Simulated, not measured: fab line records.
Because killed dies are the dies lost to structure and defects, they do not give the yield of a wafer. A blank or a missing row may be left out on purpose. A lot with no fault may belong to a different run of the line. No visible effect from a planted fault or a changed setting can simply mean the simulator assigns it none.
The tool behind it: which one? + flow sky130 + Sampling: 15 lots, 45 wafers, 5 of 708 route steps

== WHAT THE GAUGES READ, wafer by wafer ==
SKY_NWELL_OVL_MEAS_10.
| lot  | measured    | on         | NWELL_00_OVL (nm) |
|------|-------------|------------|-------------------|
| L785 | day 4 21:28 | overlay-02 | 1.9 1.2 2.8       |
| L786 | day 5 06:21 | overlay-02 | 0.8 0.7 1.8       |
| L787 | day 5 09:18 | overlay-01 | -0.7 -2.1 -1.3    |
| L788 | day 5 11:28 | overlay-01 | -0.9 -1.3 1.2     |
| L789 | day 5 16:59 | overlay-01 | 1.0 -1.3 -0.5     |
| L790 | day 6 00:58 | overlay-02 | 1.3 1.0 1.5       |
| L791 | day 6 09:46 | overlay-01 | 0.1 -0.8 -0.6     |
| L793 | day 6 12:28 | overlay-01 | -2.0 -1.9 -1.6    |
| L796 | day 7 08:48 | overlay-01 | 0.0 -1.4 -0.8     |
| L798 | day 7 15:14 | overlay-01 | -0.9 -0.4 1.1     |
| L801 | day 8 09:56 | overlay-01 | 0.1 -1.8 -0.4     |
| L804 | day 9 01:00 | overlay-01 | 0.1 0.9 -0.2      |
| L805 | day 9 13:23 | overlay-01 | -1.2 -0.2 -1.0    |
| L806 | day 9 18:44 | overlay-02 | 0.7 0.7 1.3       |
| L807 | day 9 23:20 | overlay-02 | -0.5 -0.4 -0.4    |

SKY_VT_ADJUST_NCORE_TW_MEAS_11.
| lot  | measured     | on            | VT_ADJUST_NCORE_TW |
|------|--------------|---------------|--------------------|
| L785 | day 9 01:04  | film_metro-01 | 217.5 217.4 217.6  |
| L786 | day 9 11:07  | film_metro-02 | 219.9 219.2 218.9  |
| L787 | day 9 13:00  | film_metro-01 | 217.2 217.6 216.2  |
| L788 | day 9 16:44  | film_metro-04 | 217.1 218.1 218.8  |
| L789 | day 9 21:20  | film_metro-04 | 218.2 218.4 218.3  |
| L790 | day 10 07:47 | film_metro-04 | 218.7 219.2 219.5  |
| L791 | day 10 18:37 | film_metro-01 | 217.4 215.9 216.2  |
| L793 | day 10 20:07 | film_metro-04 | 218.9 217.8 219.3  |
| L796 | day 11 20:22 | film_metro-02 | 218.5 218.8 217.9  |
| L798 | day 12 04:47 | film_metro-04 | 216.7 216.6 217.8  |
| L801 | day 13 02:48 | film_metro-04 | 218.7 217.0 217.2  |
| L804 | day 13 21:04 | film_metro-02 | 216.9 217.7 218.0  |
| L805 | day 14 10:35 | film_metro-04 | 217.6 216.9 216.9  |
| L806 | day 14 19:35 | film_metro-04 | 217.2 218.0 216.1  |
| L807 | day 15 00:11 | film_metro-04 | 217.6 217.8 217.9  |

SKY_SONOS_TUNNEL_OVL_MEAS_08.
| lot  | measured     | on         | SONOS_TUNNEL_OVL (nm) |
|------|--------------|------------|-----------------------|
| L785 | day 11 18:55 | overlay-02 | -3.3 -3.6 -2.0        |
| L786 | day 12 06:38 | overlay-01 | -2.7 -1.2 -3.1        |
| L787 | day 12 07:38 | overlay-01 | -2.5 -2.6 -3.9        |
| L788 | day 12 12:17 | overlay-01 | -0.1 0.4 -1.1         |
| L789 | day 12 18:58 | overlay-01 | -129.2 -129.8 -128.3  |
| L790 | day 13 06:32 | overlay-02 | -4.5 -2.4 -1.9        |
| L791 | day 13 18:38 | overlay-02 | -128.0 -129.4 -128.6  |
| L793 | day 13 20:47 | overlay-02 | -131.2 -131.9 -131.0  |
| L796 | day 14 22:59 | overlay-02 | -5.8 -6.0 -5.3        |
| L798 | day 15 09:47 | overlay-02 | -0.4 -0.2 -0.5        |
| L801 | day 16 11:38 | overlay-02 | -1.7 -4.0 -2.3        |
| L804 | day 17 06:44 | overlay-02 | -0.8 -0.2 -0.7        |
| L805 | day 17 21:40 | overlay-02 | -0.1 -0.6 -0.4        |
| L806 | day 18 08:29 | overlay-02 | -1.8 -4.1 -3.5        |
| L807 | day 18 13:01 | overlay-02 | -1.2 -1.9 -3.7        |

SKY_LDD_N_TW_MEAS_17.
| lot  | measured     | on            | LDD_N_TW       |
|------|--------------|---------------|----------------|
| L785 | day 18 13:36 | film_metro-01 | 2550 2560 2574 |
| L786 | day 18 23:36 | film_metro-04 | 2565 2556 2546 |
| L787 | day 18 22:47 | film_metro-01 | 2555 2557 2552 |
| L788 | day 19 04:04 | film_metro-04 | 2555 2562 2562 |
| L789 | day 19 10:38 | film_metro-01 | 2564 2559 2582 |
| L790 | day 19 16:25 | film_metro-02 | 2577 2571 2571 |
| L791 | day 20 13:21 | film_metro-01 | 2558 2563 2569 |
| L793 | day 20 14:15 | film_metro-04 | 2551 2550 2553 |
| L796 | day 22 00:38 | film_metro-01 | 2554 2539 2540 |
| L798 | day 22 13:31 | film_metro-04 | 2567 2556 2568 |
| L801 | day 23 12:02 | film_metro-02 | 2580 2593 2590 |
| L804 | day 24 11:54 | film_metro-02 | 2577 2576 2572 |
| L805 | day 25 00:21 | film_metro-01 | 2561 2563 2552 |
| L806 | day 25 08:50 | film_metro-01 | 2563 2546 2563 |
| L807 | day 25 12:55 | film_metro-04 | 2547 2555 2563 |

== WHICH TOOL RAN EACH LOT (tool, then ch and the chambers of the sampled wafers, then the start) ==
| lot  | SKY_SONOS_TUNNEL_EXPOSE_04          |
|------|-------------------------------------|
| L785 | iline_stepper-01 ch 0, day 11 07:51 |
| L786 | iline_stepper-02 ch 0, day 11 19:08 |
| L787 | iline_stepper-01 ch 0, day 11 20:10 |
| L788 | iline_stepper-01 ch 0, day 12 00:39 |
| L789 | iline_stepper-01 ch 0, day 12 06:14 |
| L790 | iline_stepper-02 ch 0, day 12 17:37 |
| L791 | iline_stepper-01 ch 0, day 13 05:58 |
| L793 | iline_stepper-01 ch 0, day 13 08:36 |
| L796 | iline_stepper-02 ch 0, day 14 09:59 |
| L798 | iline_stepper-02 ch 0, day 14 21:19 |
| L801 | iline_stepper-02 ch 0, day 15 22:02 |
| L804 | iline_stepper-02 ch 0, day 16 15:54 |
| L805 | iline_stepper-02 ch 0, day 17 07:42 |
| L806 | iline_stepper-02 ch 0, day 17 17:17 |
| L807 | iline_stepper-02 ch 0, day 17 22:05 |
- SKY_SONOS_TUNNEL_EXPOSE_04: exposes mask TUNM, target cd 410 nm.

== WHAT THE TOOLS THEMSELVES READ (means of the sampled wafers that have a number; where no wafer has one, the mark that the record gives instead) ==
The record holds no such reading with a usual standard deviation.

== THE ANSWER, worked out from the rows above alone ==
Rule: the usual values come from the lots themselves. The widest of any qualifying gaps counts: lots, ordered by their means at a reading, are off when they make up no more than a third of the lots, leave a main group of 4 or more, and stand apart from it by 3 or more times the standard deviation of that group's means. The tables above print the reading to a certain number of digits; a main group whose means all agree to those digits is not used. Also off: a lot with no number at a reading for which 4 or more lots have one. The other lots that the step has rows for count as sound. The gauges are gone through in route order, then the tools' own readings, and for those a lot's mean is taken as printed above. The first step at which some lot is off is used, and at that step the reading that is off furthest; a lot without a number counts as furthest.
Off: L789, L791, L793, at SKY_SONOS_TUNNEL_OVL_MEAS_08 (SONOS_TUNNEL_OVL). For the main group the mean is -2.2 nm and the standard deviation 1.5.
If a tool, at a process step before that reading, ran all the lots that are off and no sound lot after the first of them, it fits. Those tools and the gauges at SKY_SONOS_TUNNEL_OVL_MEAS_08 are tried in the same way. One fits: iline_stepper-01 at SKY_SONOS_TUNNEL_EXPOSE_04. A fault onset in the window from L788 (day 12 00:39, its last sound lot) to L789 (day 12 06:14, its first lot off) fits.

== WHAT HAD BEEN PUT IN BY THE SIMULATOR ==
Scanner matching overlay: iline_stepper-01, from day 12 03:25 on, at SKY_SONOS_TUNNEL_EXPOSE_04. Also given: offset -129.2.
Struck lots among those shown: L789, L791, L793. This agrees with what the rule above found.
